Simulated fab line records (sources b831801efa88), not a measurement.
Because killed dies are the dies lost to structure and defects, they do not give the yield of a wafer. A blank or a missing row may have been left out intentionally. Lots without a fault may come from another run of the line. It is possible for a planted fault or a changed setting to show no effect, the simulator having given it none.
Which of the tools did it? :: flow gf180mcu :: 36 wafers from 12 lots sampled at 4 of the route's 602 steps

== WHAT EACH GAUGE READ, for each wafer ==
GF_STI_BOW_MEAS_00.
lot: L300
measured: day 1 10:02
on: filmMetro-04
INCOMING_BOW (um): -1 4 5

lot: L301
measured: day 1 15:00
on: filmMetro-01
INCOMING_BOW (um): 8 8 -2

lot: L303
measured: day 2 01:01
on: filmMetro-01
INCOMING_BOW (um): -5 -6 -2

lot: L304
measured: day 2 06:02
on: filmMetro-01
INCOMING_BOW (um): 4 0 -1

lot: L308
measured: day 3 02:02
on: filmMetro-02
INCOMING_BOW (um): 3 -8 8

lot: L312
measured: day 3 22:04
on: filmMetro-01
INCOMING_BOW (um): -4 -4 -4

lot: L316
measured: day 4 18:00
on: filmMetro-02
INCOMING_BOW (um): 2 -8 -1

lot: L317
measured: day 4 23:00
on: filmMetro-04
INCOMING_BOW (um): 1 -11 4

lot: L318
measured: day 5 04:01
on: filmMetro-04
INCOMING_BOW (um): -4 -5 -5

lot: L321
measured: day 5 19:00
on: filmMetro-04
INCOMING_BOW (um): -7 0 -12

lot: L322
measured: day 6 00:00
on: filmMetro-04
INCOMING_BOW (um): -3 -8 6

lot: L323
measured: day 6 05:00
on: filmMetro-04
INCOMING_BOW (um): 6 3 -8

GF_LVPWELL_OVL_MEAS_07.
lot: L300
measured: day 3 21:14
on: overlay-01
LVPWELL_OVL (nm): -1.1 -2.2 -1.9

lot: L301
measured: day 4 02:23
on: overlay-02
LVPWELL_OVL (nm): -0.1 -1.0 -1.5

lot: L303
measured: day 4 11:30
on: overlay-01
LVPWELL_OVL (nm): -0.7 -1.6 -1.9

lot: L304
measured: day 4 20:54
on: overlay-01
LVPWELL_OVL (nm): -2.0 -4.1 -3.3

lot: L308
measured: day 5 20:18
on: overlay-02
LVPWELL_OVL (nm): 2.9 0.9 1.8

lot: L312
measured: day 6 15:22
on: overlay-02
LVPWELL_OVL (nm): -2.1 -0.3 0.0

lot: L316
measured: day 7 15:02
on: overlay-02
LVPWELL_OVL (nm): 2.2 0.9 0.4

lot: L317
measured: day 8 00:14
on: overlay-01
LVPWELL_OVL (nm): 0.4 -0.3 0.4

lot: L318
measured: day 8 01:41
on: overlay-02
LVPWELL_OVL (nm): 2.5 2.1 2.3

lot: L321
measured: day 8 20:41
on: overlay-02
LVPWELL_OVL (nm): -1.7 -0.8 -2.5

lot: L322
measured: day 9 02:32
on: overlay-01
LVPWELL_OVL (nm): 1.0 0.8 2.8

lot: L323
measured: day 9 05:50
on: overlay-01
LVPWELL_OVL (nm): 1.1 0.2 2.1

== WHAT TOOL EACH LOT RAN ON (gives the tool, then ch and the chambers of the sampled wafers, and finally the start) ==
lot: L300
GF_STI_ETCH_14: rieSi-02 ch 0,1, day 2 01:29
GF_STI_STRIP_15: plasmaAsher-02 ch 0,1, day 2 01:35

lot: L301
GF_STI_ETCH_14: rieSi-01 ch 2,3, day 2 06:41
GF_STI_STRIP_15: plasmaAsher-03 ch 0,1, day 2 06:45

lot: L303
GF_STI_ETCH_14: rieSi-01 ch 0,1,3, day 2 16:47
GF_STI_STRIP_15: plasmaAsher-03 ch 0,1, day 2 16:51

lot: L304
GF_STI_ETCH_14: rieSi-01 ch 0,3, day 2 23:38
GF_STI_STRIP_15: plasmaAsher-03 ch 0,1, day 2 23:45

lot: L308
GF_STI_ETCH_14: rieSi-02 ch 0,2,3, day 3 20:26
GF_STI_STRIP_15: plasmaAsher-02 ch 0,1, day 3 20:33

lot: L312
GF_STI_ETCH_14: rieSi-02 ch 2,3, day 4 15:05
GF_STI_STRIP_15: plasmaAsher-03 ch 0,1, day 4 15:12

lot: L316
GF_STI_ETCH_14: rieSi-01 ch 0,3, day 5 11:43
GF_STI_STRIP_15: plasmaAsher-01 ch 0,1, day 5 11:48

lot: L317
GF_STI_ETCH_14: rieSi-01 ch 0,1,3, day 5 18:13
GF_STI_STRIP_15: plasmaAsher-01 ch 0,1, day 5 18:18

lot: L318
GF_STI_ETCH_14: rieSi-01 ch 0,1, day 5 21:11
GF_STI_STRIP_15: plasmaAsher-02 ch 0,1, day 5 21:16

lot: L321
GF_STI_ETCH_14: rieSi-01 ch 0,1,3, day 6 14:38
GF_STI_STRIP_15: plasmaAsher-02 ch 0,1, day 6 14:42

lot: L322
GF_STI_ETCH_14: rieSi-02 ch 2,3, day 6 19:44
GF_STI_STRIP_15: plasmaAsher-01 ch 0,1, day 6 19:49

lot: L323
GF_STI_ETCH_14: rieSi-01 ch 1,2,3, day 6 23:46
GF_STI_STRIP_15: plasmaAsher-01 ch 0,1, day 6 23:51
- GF_STI_ETCH_14: etches Si in HBr/Cl2/O2, target depth 360 nm, time 102.9 s.
- GF_STI_STRIP_15: strips in O2/N2.

== AS READ BY THE TOOLS THEMSELVES (means over the sampled wafers that have a number; for cases with no such wafer, the mark the record gives instead) ==
GF_STI_ETCH_14.
lot: L300
tool: rieSi-02
drypumpMotorCurrentA (A): 5.7
oesProductAu (a.u.): 1.001
runLengthS (s): 131.4
throttleValvePct (%): 25.647

lot: L301
tool: rieSi-01
drypumpMotorCurrentA (A): 5.7
oesProductAu (a.u.): 0.994
runLengthS (s): 131.5
throttleValvePct (%): 25.656

lot: L303
tool: rieSi-01
drypumpMotorCurrentA (A): 5.6
oesProductAu (a.u.): 1.000
runLengthS (s): 131.2
throttleValvePct (%): 25.655

lot: L304
tool: rieSi-01
drypumpMotorCurrentA (A): 5.3
oesProductAu (a.u.): 0.997
runLengthS (s): 131.3
throttleValvePct (%): 25.652

lot: L308
tool: rieSi-02
drypumpMotorCurrentA (A): 5.4
oesProductAu (a.u.): 0.998
runLengthS (s): 149.3
throttleValvePct (%): 25.658

lot: L312
tool: rieSi-02
drypumpMotorCurrentA (A): 5.5
oesProductAu (a.u.): 0.983
runLengthS (s): 149.0
throttleValvePct (%): 25.669

lot: L316
tool: rieSi-01
drypumpMotorCurrentA (A): 5.3
oesProductAu (a.u.): 0.991
runLengthS (s): 131.1
throttleValvePct (%): 25.665

lot: L317
tool: rieSi-01
drypumpMotorCurrentA (A): 5.6
oesProductAu (a.u.): 1.004
runLengthS (s): 131.2
throttleValvePct (%): 25.650

lot: L318
tool: rieSi-01
drypumpMotorCurrentA (A): 5.6
oesProductAu (a.u.): 1.006
runLengthS (s): 131.1
throttleValvePct (%): 25.641

lot: L321
tool: rieSi-01
drypumpMotorCurrentA (A): 5.6
oesProductAu (a.u.): 1.003
runLengthS (s): 131.1
throttleValvePct (%): 25.653

lot: L322
tool: rieSi-02
drypumpMotorCurrentA (A): 5.5
oesProductAu (a.u.): 0.996
runLengthS (s): 130.8
throttleValvePct (%): 25.655

lot: L323
tool: rieSi-01
drypumpMotorCurrentA (A): 5.9
oesProductAu (a.u.): 1.007
runLengthS (s): 131.3
throttleValvePct (%): 25.654

GF_STI_STRIP_15.
lot: L300
tool: plasmaAsher-02
drypumpMotorCurrentA (A): 5.7
heaterPowerW (W): 327
oesProductAu (a.u.): 0.384
stripTimeToEndpointS (s): 3.76

lot: L301
tool: plasmaAsher-03
drypumpMotorCurrentA (A): 6.1
heaterPowerW (W): 325
oesProductAu (a.u.): 0.375
stripTimeToEndpointS (s): 3.64

lot: L303
tool: plasmaAsher-03
drypumpMotorCurrentA (A): 6.1
heaterPowerW (W): 324
oesProductAu (a.u.): 0.380
stripTimeToEndpointS (s): 3.67

lot: L304
tool: plasmaAsher-03
drypumpMotorCurrentA (A): 5.9
heaterPowerW (W): 313
oesProductAu (a.u.): 0.378
stripTimeToEndpointS (s): 3.62

lot: L308
tool: plasmaAsher-02
drypumpMotorCurrentA (A): 5.9
heaterPowerW (W): 339
oesProductAu (a.u.): 0.375
stripTimeToEndpointS (s): 3.44

lot: L312
tool: plasmaAsher-03
drypumpMotorCurrentA (A): 6.1
heaterPowerW (W): 321
oesProductAu (a.u.): 0.375
stripTimeToEndpointS (s): 3.53

lot: L316
tool: plasmaAsher-01
drypumpMotorCurrentA (A): 6.2
heaterPowerW (W): 334
oesProductAu (a.u.): 0.390
stripTimeToEndpointS (s): 3.80

lot: L317
tool: plasmaAsher-01
drypumpMotorCurrentA (A): 6.2
heaterPowerW (W): 383
oesProductAu (a.u.): 0.385
stripTimeToEndpointS (s): 3.69

lot: L318
tool: plasmaAsher-02
drypumpMotorCurrentA (A): 5.7
heaterPowerW (W): 330
oesProductAu (a.u.): 0.383
stripTimeToEndpointS (s): 3.69

lot: L321
tool: plasmaAsher-02
drypumpMotorCurrentA (A): 5.7
heaterPowerW (W): 330
oesProductAu (a.u.): 0.387
stripTimeToEndpointS (s): 3.76

lot: L322
tool: plasmaAsher-01
drypumpMotorCurrentA (A): 6.2
heaterPowerW (W): 383
oesProductAu (a.u.): 0.381
stripTimeToEndpointS (s): 3.74

lot: L323
tool: plasmaAsher-01
drypumpMotorCurrentA (A): 6.2
heaterPowerW (W): 334
oesProductAu (a.u.): 0.381
stripTimeToEndpointS (s): 3.68

== THE ANSWER, worked out from the rows above alone ==
Rule: the usual values come from the lots themselves. The widest of any qualifying gaps counts: lots, ordered by their means at a reading, are off when they make up no more than a third of the lots, leave a main group of 4 or more, and stand apart from it by 3 or more times the standard deviation of that group's means. A main group whose means are all the same, to the digits that the tables above print for the reading, isn't used. A lot without any number at a reading at which 4 lots or more have one is off too. Where the step has rows for the other lots, those lots are counted as sound. The gauges are gone through in route order, then the tools' own readings, and for those a lot's mean is taken as printed above. At the first step where some lot is off, the reading lying furthest off is the one used; lots without a number count as furthest.
Off at GF_STI_ETCH_14 (runLengthS): L308, L312. The main group: mean 131.2 s, standard deviation 0.18.
A tool fits if, at that step or a process step before it, it ran every lot that is off, and no sound lot after the first of them. Not one of the candidates tried fits.

== WHAT THE SIMULATOR HAD INSERTED ==
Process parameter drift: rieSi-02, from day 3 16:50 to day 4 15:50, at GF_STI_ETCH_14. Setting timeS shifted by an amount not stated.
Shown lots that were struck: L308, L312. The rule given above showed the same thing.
